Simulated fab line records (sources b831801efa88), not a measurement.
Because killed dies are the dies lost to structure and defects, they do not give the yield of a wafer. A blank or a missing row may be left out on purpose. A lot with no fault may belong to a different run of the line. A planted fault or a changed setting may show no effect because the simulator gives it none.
fab line records ; flow sky130
record: lots: 6; wafers: 16; lastDay: 50
route steps=708 shown SD_P@327 RES_XHIGH@332 SD_N@342 SALICIDE@361 PAD_OPEN@708
lots untouched by any fault: they come from a run of this same line in which no faults occurred
startH: hours from the record's opening day to when the first of the lot's shown wafers began ; waitH: hours elapsed since this lot's preceding step ; " the same as in the row above ; L1.1+2: a single row standing in for several wafers ; - no value present, or no start provided ; * or withheld: withheld ; < > ~ a bound
route shown NAME@n: a module of which the file shows steps, and the number in the route of the first ; usual: mean/standard deviation of fault-free wafers ; same: alike in all rows ; chamber/n: place in a boat ; sites: each site's reading ; _std_site: the standard deviation of these ; _edge_site: mean of outer sites minus mean of inner sites ; radiusMm: for every site, how far away it sits from the centre of the wafer ; mask NAME#n: copy n ; behind: tool/chamber where the wafer was last shaped ; hold: the reason the lot was held/the length of the hold in hours/how it ended ; device: the transistor (n, p or np) that didn't switch ; end of line: the route-end tests of the same wafers ; a step with no rows: only its recipe ; killed: dies that structure and defects cost at the first sort, which is not the same as the wafer's yield ; map: a wafer's dies, marking killed ones x, the rest . and places with no die _
set.NAME: the setting as run; set.NAME@STEP: as run at that earlier step ; model.NAME: the simulator's own value behind a step, which no gauge read
lots seen at some steps along the route; tables by step, rows by wafer
services: when a tool's chamber went out of use (startH, in hours from the record's first day, below 0 if earlier), for how many hours, and the reason
== steps ==
step: SKY_SD_P_CD_MEAS_07
recipe: targetCdNm: 380
usual: cdNm: 380.4/2.6
lot.wafer;tool;chamber;startH;waitH;cdNm
L397.2;cdSem-02;-;647.53;0.1;382.3
L397.3;cdSem-02;-;647.53;0.1;381.4
L397.4;cdSem-02;-;647.53;0.1;385.0
L400.1;cdSem-02;-;677.26;0.1;381.3
L400.2;cdSem-02;-;677.26;0.1;380.0
L400.3;cdSem-02;-;677.26;0.1;381.5
L408.3;cdSem-02;-;736.90;0.1;380.6
L408.5;cdSem-02;-;736.90;0.1;380.8
L409.3;cdSem-02;-;744.22;0.1;379.7
L409.5;cdSem-02;-;744.22;0.1;379.7
L413.2;cdSem-01;-;775.58;0.1;380.7
L413.3;cdSem-01;-;775.58;0.1;380.0
L413.6;cdSem-01;-;775.58;0.1;381.2
L411.2;cdSem-01;-;777.35;0.2;384.4
L411.4;cdSem-01;-;777.35;0.2;382.0
L411.5;cdSem-01;-;777.35;0.2;383.7
step: SKY_SD_P_OVL_MEAS_08
usual: SD_P_OVL: 0.5/1.3
lot.wafer;tool;chamber;startH;waitH;SD_P_OVL[nm]
L397.2;overlay-02;-;647.64;0.1;1.6
L397.3;overlay-02;-;647.64;0.1;0.3
L397.4;overlay-02;-;647.64;0.1;0.0
L400.1;overlay-01;-;677.38;0.1;-2.0
L400.2;overlay-01;-;677.38;0.1;-2.2
L400.3;overlay-01;-;677.38;0.1;-2.0
L408.3;overlay-02;-;737.00;0.1;2.0
L408.5;overlay-02;-;737.00;0.1;1.0
L409.3;overlay-02;-;744.32;0.1;1.0
L409.5;overlay-02;-;744.32;0.1;3.0
L413.2;overlay-01;-;775.68;0.1;-1.0
L413.3;overlay-01;-;775.68;0.1;-0.8
L413.6;overlay-01;-;775.68;0.1;-1.8
L411.2;overlay-02;-;777.46;0.1;4.5
L411.4;overlay-02;-;777.46;0.1;2.3
L411.5;overlay-02;-;777.46;0.1;2.2
step: SKY_SD_P_IMPLANT_09
recipe: species: BF2; energyKev: 20; doseCm2: 3e+15; tiltDeg: 0
step: SKY_SD_P_STRIP_10
recipe: chemistry: O2/N2; powerW: 1400; pressureMtorr: 1500; platenTempC: withheld; o2FlowSccm: 3000; n2FlowSccm: 300; overashFraction: 0.5
usual: drypumpMotorCurrentA: 5.7/0.34; oesProductAu: 0.617/0.0051; stripTimeToEndpointS: 17.51/0.039
lot.wafer;tool;chamber;startH;waitH;drypumpMotorCurrentA;oesProductAu;rfHoursCounterH;stripTimeToEndpointS
L397.2;plasmaAsher-04;1;647.82;0.1;6.2;0.617;22;17.48
L397.3;plasmaAsher-04;1;647.82;0.1;6.2;0.622;-;17.51
L397.4;plasmaAsher-04;0;647.82;0.1;5.8;0.616;-;17.51
L400.1;plasmaAsher-02;1;677.56;0.1;5.8;0.611;84;17.54
L400.2;plasmaAsher-02;0;677.56;0.1;5.7;0.621;84;17.52
L400.3;plasmaAsher-02;0;677.56;0.1;5.7;0.611;-;17.51
L408.3;plasmaAsher-02;0;737.21;0.1;5.7;0.620;-;17.54
L408.5;plasmaAsher-02;1;737.21;0.1;5.8;0.622;-;17.57
L409.3;plasmaAsher-01;0;744.52;0.1;5.1;0.613;-;17.53
L409.5;plasmaAsher-01;1;744.52;0.1;5.4;0.622;-;17.55
L413.2;plasmaAsher-01;0;775.86;0.1;5.1;0.609;3;17.48
L413.3;plasmaAsher-01;1;775.86;0.1;5.4;0.614;-;17.49
L413.6;plasmaAsher-01;1;775.86;0.1;5.4;0.609;-;17.50
L411.2;plasmaAsher-02;1;777.64;0.1;5.8;0.615;95;17.49
L411.4;plasmaAsher-02;0;777.64;0.1;5.7;0.616;-;17.49
L411.5;plasmaAsher-02;0;777.64;0.1;5.7;0.617;-;17.46
step: SKY_SD_P_TW_MEAS_11
usual: SD_P_TW: 2833/22
lot.wafer;tool;chamber;startH;waitH;SD_P_TW
L397.2;filmMetro-02;-;647.93;0.1;2837
L397.3;filmMetro-02;-;647.93;0.1;2851
L397.4;filmMetro-02;-;647.93;0.1;2829
L400.1;filmMetro-04;-;677.66;0.1;2756
L400.2;filmMetro-04;-;677.66;0.1;2761
L400.3;filmMetro-04;-;677.66;0.1;2770
L408.3;filmMetro-04;-;737.30;0.1;2777
L408.5;filmMetro-04;-;737.30;0.1;2810
L409.3;filmMetro-01;-;744.61;0.1;2824
L409.5;filmMetro-01;-;744.61;0.1;2820
L413.2;filmMetro-01;-;775.97;0.1;2826
L413.3;filmMetro-01;-;775.97;0.1;2822
L413.6;filmMetro-01;-;775.97;0.1;2831
L411.2;filmMetro-02;-;777.75;0.1;2832
L411.4;filmMetro-02;-;777.75;0.1;2835
L411.5;filmMetro-02;-;777.75;0.1;2838
step: SKY_RES_XHIGH_DEHYDRATE_00
recipe: tempC: 200; timeS: 60
step: SKY_RES_XHIGH_HMDS_01
recipe: primeTimeS: 60; primeTempC: 120
step: SKY_RES_XHIGH_COAT_02
recipe: resist: NOVOLAK; spinRpm: 3000; resistThkNm: 1140
step: SKY_RES_XHIGH_SOFTBAKE_03
recipe: tempC: 90; timeS: 60; resist: NOVOLAK
step: SKY_RES_XHIGH_EXPOSE_04
recipe: maskId: URPM; na: 0.6; sourceShape: conventional; sigmaOuter: 0.6; polarization: unpolarized; targetCdNm: 1270; doseMj: 140
step: SKY_RES_XHIGH_PEB_05
recipe: tempC: withheld; timeS: *; resist: NOVOLAK
step: SKY_RES_XHIGH_DEVELOP_06
recipe: resist: NOVOLAK; developer: TMAH; developTimeS: 60; devTempC: 23
step: SKY_RES_XHIGH_IMPLANT_07
recipe: species: BF2; energyKev: 20; doseCm2: 3.6e+14; tiltDeg: 0
usual: beamOnS: 37.9/1.7; faradayCurrentUA: 536/25
lot.wafer;tool;chamber;startH;waitH;beamOnS;faradayCurrentUA
L397.2;implanter-04;0;676.39;0.1;37.2;546
L397.3;implanter-04;0;676.39;0.1;37.9;535
L397.4;implanter-04;0;676.39;0.1;38.3;527
L400.1;implanter-03;0;704.96;0.1;38.7;525
L400.2;implanter-03;0;704.96;0.1;38.6;525
L400.3;implanter-03;0;704.96;0.1;39.6;510
L408.3;implanter-03;0;764.36;0.1;39.0;522
L408.5;implanter-03;0;764.36;0.1;31.5;647
L409.3;implanter-03;0;771.62;0.1;38.1;536
L409.5;implanter-03;0;771.62;0.1;30.4;666
L413.2;implanter-04;0;801.24;0.1;38.6;522
L413.3;implanter-04;0;801.24;0.1;38.4;528
L413.6;implanter-04;0;801.24;0.1;38.0;535
L411.2;implanter-01;0;804.39;0.1;34.8;583
L411.4;implanter-01;0;804.39;0.1;36.3;559
L411.5;implanter-01;0;804.39;0.1;34.8;580
step: SKY_RES_XHIGH_STRIP_08
recipe: chemistry: O2/N2; powerW: 1400; pressureMtorr: 1500; platenTempC: withheld; o2FlowSccm: 3000; n2FlowSccm: 300; overashFraction: 0.5
usual: drypumpMotorCurrentA: 5.4/0.3; oesProductAu: 0.711/0.0046; stripTimeToEndpointS: 14.27/0.04
lot.wafer;tool;chamber;startH;waitH;drypumpMotorCurrentA;oesProductAu;rfHoursCounterH;stripTimeToEndpointS
L397.2;plasmaAsher-03;1;676.51;0.1;4.9;0.711;55;14.18
L397.3;plasmaAsher-03;0;676.51;0.1;5.3;0.713;-;14.15
L397.4;plasmaAsher-03;1;676.51;0.1;4.8;0.717;-;14.16
L400.1;plasmaAsher-01;1;705.11;0.1;5.4;0.710;102;14.22
L400.2;plasmaAsher-01;0;705.11;0.1;5.1;0.711;102;14.25
L400.3;plasmaAsher-01;0;705.11;0.1;5.1;0.707;-;14.29
L408.3;plasmaAsher-01;0;764.50;0.1;5.1;0.711;-;14.24
L408.5;plasmaAsher-01;0;764.50;0.1;5.1;0.711;-;14.12
L409.3;plasmaAsher-02;0;771.75;0.1;5.7;0.708;-;14.28
L409.5;plasmaAsher-02;1;771.75;0.1;5.8;0.717;-;14.19
L413.2;plasmaAsher-02;1;801.36;0.1;5.8;0.708;98;14.21
L413.3;plasmaAsher-02;0;801.36;0.1;5.7;0.705;-;14.21
L413.6;plasmaAsher-02;1;801.36;0.1;5.8;0.717;-;14.25
L411.2;plasmaAsher-02;1;804.51;0.1;5.8;0.714;98;14.27
L411.4;plasmaAsher-02;0;804.51;0.1;5.7;0.699;-;14.23
L411.5;plasmaAsher-02;0;804.51;0.1;5.7;0.711;-;14.24
step: SKY_RES_XHIGH_TW_MEAS_09
usual: RES_XHIGH_TW: 1636/16
lot.wafer;tool;chamber;startH;waitH;RES_XHIGH_TW
L397.2;filmMetro-02;-;676.62;0.1;1652
L397.3;filmMetro-02;-;676.62;0.1;1647
L397.4;filmMetro-02;-;676.62;0.1;1650
L400.1;filmMetro-02;-;705.21;0.1;1649
L400.2;filmMetro-02;-;705.21;0.1;1651
L400.3;filmMetro-02;-;705.21;0.1;1647
L408.3;filmMetro-04;-;764.58;0.1;1613
L408.5;filmMetro-04;-;764.58;0.1;1524
L409.3;filmMetro-04;-;771.84;0.1;1622
L409.5;filmMetro-04;-;771.84;0.1;1529
L413.2;filmMetro-02;-;801.47;0.1;1654
L413.3;filmMetro-02;-;801.47;0.1;1654
L413.6;filmMetro-02;-;801.47;0.1;1663
L411.2;filmMetro-01;-;804.62;0.1;1645
L411.4;filmMetro-01;-;804.62;0.1;1646
L411.5;filmMetro-01;-;804.62;0.1;1653
step: SKY_SD_N_DEHYDRATE_00
recipe: tempC: 200; timeS: 60
step: SKY_SD_N_HMDS_01
recipe: primeTimeS: 60; primeTempC: 120
step: SKY_SD_N_COAT_02
recipe: resist: NOVOLAK; spinRpm: 3000; resistThkNm: 1140
step: SKY_SD_N_SOFTBAKE_03
recipe: tempC: 90; timeS: 60; resist: NOVOLAK
step: SKY_SD_N_EXPOSE_04
recipe: maskId: NSDM; na: 0.6; sourceShape: conventional; sigmaOuter: 0.6; polarization: unpolarized; targetCdNm: 380; doseMj: 141
step: SKY_SD_N_PEB_05
recipe: tempC: withheld; timeS: *; resist: NOVOLAK
step: SKY_SD_N_DEVELOP_06
recipe: resist: NOVOLAK; developer: TMAH; developTimeS: 60; devTempC: 23
step: SKY_SD_N_CD_MEAS_07
recipe: targetCdNm: 380
usual: cdNm: 380.3/2.6
lot.wafer;tool;chamber;startH;waitH;cdNm
L397.2;cdSem-02;-;704.24;0.1;375.8
L397.3;cdSem-02;-;704.24;0.1;377.1
L397.4;cdSem-02;-;704.24;0.1;376.2
L400.1;cdSem-02;-;732.26;0.1;378.8
L400.2;cdSem-02;-;732.26;0.1;377.8
L400.3;cdSem-02;-;732.26;0.1;381.9
L408.3;cdSem-01;-;791.05;0.1;381.0
L408.5;cdSem-01;-;791.05;0.1;381.3
L409.3;cdSem-02;-;797.85;0.1;379.8
L409.5;cdSem-02;-;797.85;0.1;378.4
L413.2;cdSem-02;-;827.58;0.1;381.9
L413.3;cdSem-02;-;827.58;0.1;382.7
L413.6;cdSem-02;-;827.58;0.1;382.8
L411.2;cdSem-01;-;831.03;0.1;376.2
L411.4;cdSem-01;-;831.03;0.1;378.9
L411.5;cdSem-01;-;831.03;0.1;378.2
step: SKY_SD_N_OVL_MEAS_08
usual: SD_N_OVL: -0.4/1.4
lot.wafer;tool;chamber;startH;waitH;SD_N_OVL[nm]
L397.2;overlay-02;-;704.34;0.1;0.3
L397.3;overlay-02;-;704.34;0.1;-1.2
L397.4;overlay-02;-;704.34;0.1;-2.2
L400.1;overlay-01;-;732.38;0.1;-1.6
L400.2;overlay-01;-;732.38;0.1;-1.6
L400.3;overlay-01;-;732.38;0.1;-3.2
L408.3;overlay-02;-;791.14;0.1;-2.1
L408.5;overlay-02;-;791.14;0.1;1.2
L409.3;overlay-02;-;797.95;0.1;-1.2
L409.5;overlay-02;-;797.95;0.1;0.1
L413.2;overlay-01;-;827.69;0.1;-1.1
L413.3;overlay-01;-;827.69;0.1;-2.0
L413.6;overlay-01;-;827.69;0.1;-0.8
L411.2;overlay-01;-;831.13;0.1;0.5
L411.4;overlay-01;-;831.13;0.1;1.0
L411.5;overlay-01;-;831.13;0.1;-1.1
step: SKY_SD_N_IMPLANT_09
recipe: species: As; energyKev: 50; doseCm2: 4e+15; tiltDeg: 0
step: SKY_SD_N_IMPLANT_10
recipe: species: P; energyKev: 20; doseCm2: 1e+14; tiltDeg: 0
step: SKY_SD_N_STRIP_11
recipe: chemistry: O2/N2; powerW: 1400; pressureMtorr: 1500; platenTempC: withheld; o2FlowSccm: 3000; n2FlowSccm: 300; overashFraction: 0.5
usual: drypumpMotorCurrentA: 5.4/0.37; oesProductAu: 0.528/0.0047; stripTimeToEndpointS: 22.55/0.039
lot.wafer;tool;chamber;startH;waitH;drypumpMotorCurrentA;oesProductAu;rfHoursCounterH;stripTimeToEndpointS
L397.2;plasmaAsher-01;1;704.67;0.1;5.4;0.536;101;22.56
L397.3;plasmaAsher-01;0;704.67;0.1;5.1;0.527;-;22.61
L397.4;plasmaAsher-01;1;704.67;0.1;5.5;0.532;-;22.57
L400.1;plasmaAsher-03;1;732.72;0.1;4.8;0.520;56;22.50
L400.2;plasmaAsher-03;0;732.72;0.1;5.2;0.523;56;22.53
L400.3;plasmaAsher-03;1;732.72;0.1;4.8;0.533;-;22.53
L408.3;plasmaAsher-01;0;791.50;0.1;5.1;0.525;-;22.57
L408.5;plasmaAsher-01;1;791.50;0.1;5.4;0.530;-;22.51
L409.3;plasmaAsher-01;0;798.30;0.1;5.1;0.525;-;22.54
L409.5;plasmaAsher-01;0;798.30;0.1;5.1;0.535;-;22.61
L413.2;plasmaAsher-03;0;828.02;0.1;5.3;0.524;66;22.57
L413.3;plasmaAsher-03;1;828.02;0.1;4.8;0.527;-;22.56
L413.6;plasmaAsher-03;1;828.02;0.1;4.8;0.534;-;22.58
L411.2;plasmaAsher-03;0;831.46;0.1;5.3;0.529;67;22.56
L411.4;plasmaAsher-03;1;831.46;0.1;4.9;0.523;-;22.49
L411.5;plasmaAsher-03;1;831.46;0.1;4.8;0.526;-;22.49
step: SKY_SD_N_TW_MEAS_12
usual: SD_N_TW: 3994/31
lot.wafer;tool;chamber;startH;waitH;SD_N_TW
L397.2;filmMetro-02;-;704.78;0.1;3984
L397.3;filmMetro-02;-;704.78;0.1;4003
L397.4;filmMetro-02;-;704.78;0.1;3986
L400.1;filmMetro-02;-;732.82;0.1;3989
L400.2;filmMetro-02;-;732.82;0.1;4001
L400.3;filmMetro-02;-;732.82;0.1;3991
L408.3;filmMetro-04;-;791.58;0.1;3924
L408.5;filmMetro-04;-;791.58;0.1;3899
L409.3;filmMetro-02;-;798.39;0.1;4010
L409.5;filmMetro-02;-;798.39;0.1;4030
L413.2;filmMetro-01;-;828.13;0.1;3969
L413.3;filmMetro-01;-;828.13;0.1;3957
L413.6;filmMetro-01;-;828.13;0.1;3969
L411.2;filmMetro-01;-;831.57;0.1;3977
L411.4;filmMetro-01;-;831.57;0.1;3989
L411.5;filmMetro-01;-;831.57;0.1;3996
step: SKY_SD_N_CLEAN_13
recipe: chemistry: SC1/SC2; mix: 1:4:20; tempC: 70; timeS: 150; dry: n2Spin
step: SKY_SD_N_RTA_14
recipe: tempC: 1075; timeS: 2; idleTempC: 650; rampUpCPerS: 150; rampDownCPerS: 90; ambient: N2
usual: lampPowerPct: 15.74/0.052; wafer_temp_C_max: 1078.2/1.4
lot.wafer;tool;chamber;startH;waitH;lampPowerPct;wafer_temp_C_max
L397.2;rtpAnneal-01;0;704.89;0.0;15.78;1079.9
L397.3;rtpAnneal-01;0;704.89;0.0;15.71;1077.5
L397.4;rtpAnneal-01;0;704.89;0.0;15.75;1077.2
L400.1;rtpAnneal-02;0;732.93;0.0;15.60;1077.7
L400.2;rtpAnneal-02;0;732.93;0.0;15.70;1076.8
L400.3;rtpAnneal-02;0;732.93;0.0;15.75;1077.8
L408.3;rtpAnneal-02;0;791.69;0.0;15.58;1078.0
L408.5;rtpAnneal-02;0;791.69;0.0;15.73;1078.3
L409.3;rtpAnneal-01;0;798.50;0.0;15.73;1081.9
L409.5;rtpAnneal-01;0;798.50;0.0;15.75;1076.6
L413.2;rtpAnneal-01;0;828.24;0.0;15.70;1077.4
L413.3;rtpAnneal-01;0;828.24;0.0;15.84;1079.4
L413.6;rtpAnneal-01;0;828.24;0.0;15.77;1078.6
L411.2;rtpAnneal-02;0;831.69;0.0;15.68;1076.8
L411.4;rtpAnneal-02;0;831.69;0.0;15.69;1077.0
L411.5;rtpAnneal-02;0;831.69;0.0;15.72;1079.0
step: SKY_SD_N_RS_MEAS_16
recipe: thkMeasGauge: four-point-probe
usual: SD_N_RS: 68.49/0.11
lot.wafer;tool;chamber;startH;waitH;SD_N_RS[ohm/sq]
L397.2;filmMetro-01;-;705.08;0.1;68.49
L397.3;filmMetro-01;-;705.08;0.1;68.45
L397.4;filmMetro-01;-;705.08;0.1;68.46
L400.1;filmMetro-04;-;733.10;0.1;68.39
L400.2;filmMetro-04;-;733.10;0.1;68.57
L400.3;filmMetro-04;-;733.10;0.1;68.55
L408.3;filmMetro-01;-;791.89;0.1;68.41
L408.5;filmMetro-01;-;791.89;0.1;68.30
L409.3;filmMetro-04;-;798.69;0.1;68.33
L409.5;filmMetro-04;-;798.69;0.1;68.56
L413.2;filmMetro-02;-;828.42;0.1;68.39
L413.3;filmMetro-02;-;828.42;0.1;68.38
L413.6;filmMetro-02;-;828.42;0.1;68.45
L411.2;filmMetro-02;-;831.87;0.1;68.67
L411.4;filmMetro-02;-;831.87;0.1;68.55
L411.5;filmMetro-02;-;831.87;0.1;68.57
step: SKY_SD_N_RS_MEAS_17
recipe: thkMeasGauge: four-point-probe
usual: SD_P_RS: 146.9/0.36
lot.wafer;tool;chamber;startH;waitH;SD_P_RS[ohm/sq]
L397.2;filmMetro-01;-;705.20;0.1;146.8
L397.3;filmMetro-01;-;705.20;0.1;147.0
L397.4;filmMetro-01;-;705.20;0.1;146.9
L400.1;filmMetro-04;-;733.22;0.1;146.9
L400.2;filmMetro-04;-;733.22;0.1;147.1
L400.3;filmMetro-04;-;733.22;0.1;146.6
L408.3;filmMetro-01;-;792.01;0.1;147.1
L408.5;filmMetro-01;-;792.01;0.1;147.1
L409.3;filmMetro-04;-;798.81;0.1;146.9
L409.5;filmMetro-04;-;798.81;0.1;147.0
L413.2;filmMetro-02;-;828.54;0.1;146.0
L413.3;filmMetro-02;-;828.54;0.1;146.9
L413.6;filmMetro-02;-;828.54;0.1;146.4
L411.2;filmMetro-02;-;831.99;0.1;147.7
L411.4;filmMetro-02;-;831.99;0.1;146.7
L411.5;filmMetro-02;-;831.99;0.1;146.5
step: SKY_SD_N_RS_MEAS_18
recipe: thkMeasGauge: four-point-probe
usual: RES_XHIGH_RS: 333.1/1.1
lot.wafer;tool;chamber;startH;waitH;RES_XHIGH_RS[ohm/sq]
L397.2;filmMetro-01;-;705.32;0.1;332.9
L397.3;filmMetro-01;-;705.32;0.1;331.6
L397.4;filmMetro-01;-;705.32;0.1;334.0
L400.1;filmMetro-04;-;733.34;0.1;334.7
L400.2;filmMetro-04;-;733.34;0.1;332.6
L400.3;filmMetro-04;-;733.34;0.1;332.9
L408.3;filmMetro-01;-;792.13;0.1;331.8
L408.5;filmMetro-01;-;792.13;0.1;388.2
L409.3;filmMetro-04;-;798.93;0.1;332.2
L409.5;filmMetro-04;-;798.93;0.1;389.1
L413.2;filmMetro-02;-;828.66;0.1;333.2
L413.3;filmMetro-02;-;828.66;0.1;333.7
L413.6;filmMetro-02;-;828.66;0.1;333.9
L411.2;filmMetro-02;-;832.11;0.1;331.0
L411.4;filmMetro-02;-;832.11;0.1;332.2
L411.5;filmMetro-02;-;832.11;0.1;332.8
step: SKY_SALICIDE_CLEAN_00
recipe: chemistry: HF-last; timeS: 30; dilution: 100:1; dry: ipaMarangoni
step: SKY_PAD_OPEN_PROBE_99
usual: killed_at_M0_to_M3: 44/6.5; killed_at_M4_up: 3.3/1.7; killedAtContacts: 25/5.3; killedAtFrontEnd: 15/5; killedAtOther: 0.2/0.47; killedDies: 87/9.9; killedOpen: 47/8; killedShort: 39/6.1
same: grossDies: 492; killedAtBackSide: 0
lot.wafer;tool;chamber;startH;waitH;killed_at_M0_to_M3;killed_at_M4_up;killedAtContacts;killedAtFrontEnd;killedAtOther;killedDies;killedOpen;killedShort;model.etest.resXhighPo.lineOhmUm;model.etest.resXhighPo.rsOhmSq;model.etest.resXhighPo.rsOhmSqRange;model.etest.resXhighPo.rsOhmSqRimLessCentre
L397.3;prober-02;-;1116.51;0.2;52;6;37;18;0;113;73;40;5942;2062;76;43.09
L397.4;prober-02;-;1116.56;0.2;57;5;32;18;0;112;51;61;5697;1999;67.03;55.37
L400.1;prober-01;-;1135.24;0.1;50;3;38;9;0;100;57;43;5382;1883;71.69;41.21
L400.2;prober-01;-;1135.29;0.1;47;2;20;17;0;86;46;40;5348;1888;70.32;49.43
L400.3;prober-01;-;1135.34;0.2;64;5;20;8;0;97;44;53;5562;1964;78.42;46.43
L408.3;prober-01;-;1176.28;0.2;40;3;30;14;0;87;51;36;5395;1877;125.9;119
L408.5;prober-01;-;1176.38;0.2;38;6;15;13;0;72;38;34;8147;2863;252.2;226.6
L409.3;prober-02;-;1182.87;0.2;36;4;27;15;1;83;41;42;5999;2094;141.6;125.6
L409.5;prober-02;-;1182.97;0.2;42;4;21;18;1;86;44;42;8393;2951;253.1;203.3
L413.2;prober-02;-;1200.44;0.1;40;4;25;11;0;80;43;37;5765;1972;74.5;70.94
L413.3;prober-02;-;1200.49;0.2;49;4;28;25;0;106;54;52;5578;1978;70.43;52.3
L413.6;prober-02;-;1200.64;0.2;43;4;19;7;0;73;44;29;5616;1969;65.45;47.71
L411.2;prober-01;-;1202.18;0.1;33;5;22;17;0;77;40;37;5744;1992;65.98;-26.91
L411.4;prober-01;-;1202.28;0.2;38;0;23;12;0;73;35;38;5674;1974;75.41;-15.13
L411.5;prober-01;-;1202.33;0.2;48;1;23;18;0;90;52;38;5552;1928;82.77;-20.89
killed by level:class
L397.3 CONTACT:geometricParticle:open=16 VIA1:geometricParticle:open=12 LI_CONTACT:geometricParticle:open=11 VIA3:geometricParticle:open=9 VIA1:geometricParticle:short=8 METAL1:geometricParticle:short=8 CONTACT:geometricParticle:short=5 VIA2:geometricParticle:open=5
L397.4 CONTACT:geometricParticle:open=10 CONTACT:geometricParticle:short=9 VIA1:geometricParticle:short=9 VIA1:geometricParticle:open=8 VIA3:geometricParticle:short=8 LI_CONTACT:geometricParticle:open=7 VIA2:geometricParticle:open=7 FIELD_ISO:geometricParticle:open=6
L400.1 LI_CONTACT:geometricParticle:open=18 CONTACT:geometricParticle:open=10 VIA1:geometricParticle:open=8 METAL2:geometricParticle:short=7 VIA2:geometricParticle:open=7 VIA3:geometricParticle:open=7 METAL1:geometricParticle:short=6 VIA2:geometricParticle:short=5
L400.2 VIA1:geometricParticle:open=10 VIA2:geometricParticle:open=8 POLY_GATE:geometricParticle:open=6 METAL1:geometricParticle:short=6 LI_CONTACT:geometricParticle:open=6 VIA2:geometricParticle:short=6 POLY_GATE:geometricParticle:short=5 VIA1:geometricParticle:short=5
L400.3 METAL2:geometricParticle:short=14 METAL1:geometricParticle:short=8 VIA1:geometricParticle:open=8 VIA3:geometricParticle:open=8 VIA2:geometricParticle:open=8 LI_CONTACT:geometricParticle:open=7 LI_CONTACT:geometricParticle:short=7 VIA1:geometricParticle:short=5
L408.3 VIA1:geometricParticle:open=12 CONTACT:geometricParticle:open=10 CONTACT:geometricParticle:short=9 VIA2:geometricParticle:open=7 LI_CONTACT:geometricParticle:open=5 VIA1:geometricParticle:short=5 VIA3:geometricParticle:open=5 LOCAL_INTERCONNECT:geometricParticle:short=4
L408.5 VIA1:geometricParticle:open=10 FIELD_ISO:geometricParticle:open=6 CONTACT:geometricParticle:open=6 VIA3:geometricParticle:open=6 METAL4:geometricParticle:short=6 FIELD_ISO:geometricParticle:short=5 VIA1:geometricParticle:short=5 METAL2:geometricParticle:short=5
L409.3 CONTACT:geometricParticle:open=9 VIA1:geometricParticle:short=8 VIA1:geometricParticle:open=7 CONTACT:geometricParticle:short=6 LI_CONTACT:geometricParticle:open=6 FIELD_ISO:geometricParticle:open=5 LOCAL_INTERCONNECT:geometricParticle:short=5 VIA3:geometricParticle:open=5
L409.5 CONTACT:geometricParticle:open=9 VIA2:geometricParticle:open=8 VIA1:geometricParticle:short=7 VIA3:geometricParticle:open=7 VIA1:geometricParticle:open=6 FIELD_ISO:geometricParticle:short=5 LOCAL_INTERCONNECT:geometricParticle:short=5 FIELD_ISO:geometricParticle:open=4
L413.2 VIA1:geometricParticle:open=10 CONTACT:geometricParticle:open=8 LI_CONTACT:geometricParticle:open=6 LOCAL_INTERCONNECT:geometricParticle:short=5 METAL1:geometricParticle:short=4 VIA1:geometricParticle:short=4 VIA2:geometricParticle:open=4 VIA3:geometricParticle:open=4
L413.3 CONTACT:geometricParticle:open=12 VIA1:geometricParticle:open=11 FIELD_ISO:geometricParticle:open=7 POLY_GATE:geometricParticle:short=7 VIA2:geometricParticle:short=6 FIELD_ISO:geometricParticle:short=5 POLY_GATE:geometricParticle:open=5 LOCAL_INTERCONNECT:geometricParticle:short=5
L413.6 VIA1:geometricParticle:open=14 CONTACT:geometricParticle:open=8 CONTACT:geometricParticle:short=5 VIA2:geometricParticle:open=5 VIA1:geometricParticle:short=4 METAL2:geometricParticle:short=4 FIELD_ISO:geometricParticle:open=3 METAL1:geometricParticle:short=3
L411.2 LI_CONTACT:geometricParticle:open=9 VIA2:geometricParticle:open=8 FIELD_ISO:geometricParticle:open=5 VIA3:geometricParticle:open=5 METAL2:geometricParticle:short=5 CONTACT:geometricParticle:open=5 VIA1:geometricParticle:short=5 METAL4:geometricParticle:short=5
L411.4 CONTACT:geometricParticle:open=11 VIA1:geometricParticle:open=7 VIA2:geometricParticle:open=5 METAL3:geometricParticle:short=5 CONTACT:geometricParticle:short=5 VIA1:geometricParticle:short=5 METAL2:geometricParticle:short=5 FIELD_ISO:geometricParticle:short=4
L411.5 VIA1:geometricParticle:open=12 FIELD_ISO:geometricParticle:open=9 VIA2:geometricParticle:short=9 LI_CONTACT:geometricParticle:open=7 VIA2:geometricParticle:open=7 CONTACT:geometricParticle:open=6 VIA3:geometricParticle:open=6 CONTACT:geometricParticle:short=5
== services ==
tool;chamber;startH;hours;kind
plasmaAsher-02;-;627.12;15.6;pm
implanter-03;-;672.22;1.5;repair
implanter-01;-;676.35;4.5;pm
implanter-04;-;678.85;2.8;repair
plasmaAsher-03;-;683.60;22.6;repair
plasmaAsher-03;-;697.75;12.0;repair
plasmaAsher-03;-;709.78;14.6;pm
plasmaAsher-03;-;724.38;2.8;pm
plasmaAsher-02;-;731.80;2.3;repair
plasmaAsher-01;-;733.75;9.0;pm
plasmaAsher-01;0;733.75;9.0;ventCycle
plasmaAsher-01;1;733.75;9.0;ventCycle
implanter-01;-;740.97;1.8;repair
plasmaAsher-04;-;741.89;0.7;repair
plasmaAsher-01;0;742.75;-;clean
plasmaAsher-01;1;742.75;-;clean
implanter-01;-;743.55;6.0;pm
implanter-04;-;776.12;3.1;pm
implanter-01;-;799.20;3.9;pm
implanter-04;-;809.77;1.3;repair
== key ==
firstSign: step: SKY_RES_XHIGH_IMPLANT_07; reading: faradayCurrentUA; direction: up; sigmas: 4.8; usual: 536; struck: 657
effect: step: SKY_RES_XHIGH_IMPLANT_07; reading: beamOnS; direction: down; sigmas: 4.1; usual: 37.9; struck: 30.9
effect: step: SKY_RES_XHIGH_STRIP_08; reading: stripTimeToEndpointS; direction: down; sigmas: 2.8; usual: *; struck: *
effect: step: SKY_RES_XHIGH_TW_MEAS_09; reading: RES_XHIGH_TW; direction: down; sigmas: 6.8; usual: 1636; struck: 1526
effect: step: SKY_SD_N_RS_MEAS_18; reading: RES_XHIGH_RS; direction: up; sigmas: 50; usual: 333.1; struck: 388.6
modelEffect: step: SKY_PAD_OPEN_PROBE_99; value: etest.resXhighPo.lineOhmUm; without: 5571; struck: 8270
metAt SKY_RES_XHIGH_IMPLANT_07
struckWafers L408.5,L409.5
testerLeftOut L408,L409
onsetBetween 704.96 764.36
fault: kind: processParameterDrift; tool: implanter-03; chamber: -; onsetH: 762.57; steps: SKY_RES_XHIGH_IMPLANT_07; channel: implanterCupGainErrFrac; offset: 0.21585; shape: step; endH: 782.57; scope: struckWafersOnly
testerLeftOut: of these lots the tester's yield and bins aren't shown, on N5 and GAA mostly nor the transistor test; their killed dies are dies lost to structure and defects alone, not to doping, threshold or leakage, so they don't give the yield
